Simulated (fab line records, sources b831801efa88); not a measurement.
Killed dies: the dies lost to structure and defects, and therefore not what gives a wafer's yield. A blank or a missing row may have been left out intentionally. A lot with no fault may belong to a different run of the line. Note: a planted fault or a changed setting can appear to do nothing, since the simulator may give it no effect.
Which of the tools did it? -- flow sky130 -- 6 lots with 17 wafers sampled at 3 steps, on a route of 708 steps

## WHAT THE GAUGES SHOWED, per wafer
SKY_VIA4_THK_MEAS_01.
lot,measured,on,VIA4_HDPCVD_THK (nm)
L710,day 41 18:05,film_metro-03,1762 1748 1762
L712,day 42 11:04,film_metro-03,1754 1743 1755
L716,day 44 09:16,film_metro-03,856 857 857 858
L721,day 45 08:14,film_metro-03,1771 1771 1761
L728,day 47 00:56,film_metro-03,1754 1766 1743
L732,day 47 15:24,film_metro-01,1708 1736 1732

## TOOL THAT RAN EACH LOT (tool first, then ch and the chambers of the sampled wafers, then the start)
lot,SKY_CAP2M_CVD_00,SKY_VIA4_HDPCVD_00
L710,"pecvd-03 ch 0,1,2, day 39 16:25","hdpcvd-01 ch 1,2, day 41 17:55"
L712,"pecvd-02 ch 0,1,2, day 40 07:11","hdpcvd-02 ch 0,1,2, day 42 10:56"
L716,"pecvd-01 ch 0,2, day 42 10:13","hdpcvd-01 ch 1,2, day 44 09:08"
L721,"pecvd-01 ch 0,2, day 43 11:02","hdpcvd-02 ch 1,2, day 45 08:03"
L728,"pecvd-03 ch 0,1,2, day 45 05:37","hdpcvd-02 ch 0,1,2, day 47 00:45"
L732,"pecvd-01 ch 0,1,2, day 45 21:27","hdpcvd-02 ch 1,2, day 47 15:13"
- SKY_CAP2M_CVD_00: deposits SiO2, target thk 15.5 nm.
- SKY_VIA4_HDPCVD_00: deposits SiO2, target thk 1750 nm, time 291.7 s.

## THE ANSWER, worked out from the rows above alone
Rule: what is usual is taken from the lots themselves. The widest of any qualifying gaps counts: lots, ordered by their means at a reading, are off when they make up no more than a third of the lots, leave a main group of 4 or more, and stand apart from it by 3 or more times the standard deviation of that group's means. The tables above print the reading to a certain number of digits; a main group whose means all agree to those digits is not used. Also off: a lot with no number at a reading for which 4 or more lots have one. All remaining lots with rows at the step are treated as sound.
Off: L716, seen at SKY_VIA4_THK_MEAS_01 (VIA4_HDPCVD_THK). The main group has a mean of 1751 nm with a standard deviation of 14.
If a tool, at a process step before that reading, ran all the lots that are off and no sound lot after the first of them, it fits. Gauges at SKY_VIA4_THK_MEAS_01: tried the same way as those tools. One fits: hdpcvd-01 at SKY_VIA4_HDPCVD_00. A fault onset in the window from L710 (day 41 17:55, its last sound lot) to L716 (day 44 09:08, its first lot off) fits.

## WHAT THE SIMULATOR HAD PUT IN
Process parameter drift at SKY_VIA4_HDPCVD_00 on hdpcvd-01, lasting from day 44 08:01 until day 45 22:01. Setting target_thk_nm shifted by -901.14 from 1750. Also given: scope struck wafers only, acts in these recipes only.
Lots struck among those shown: L716. The rule given above showed the same thing.
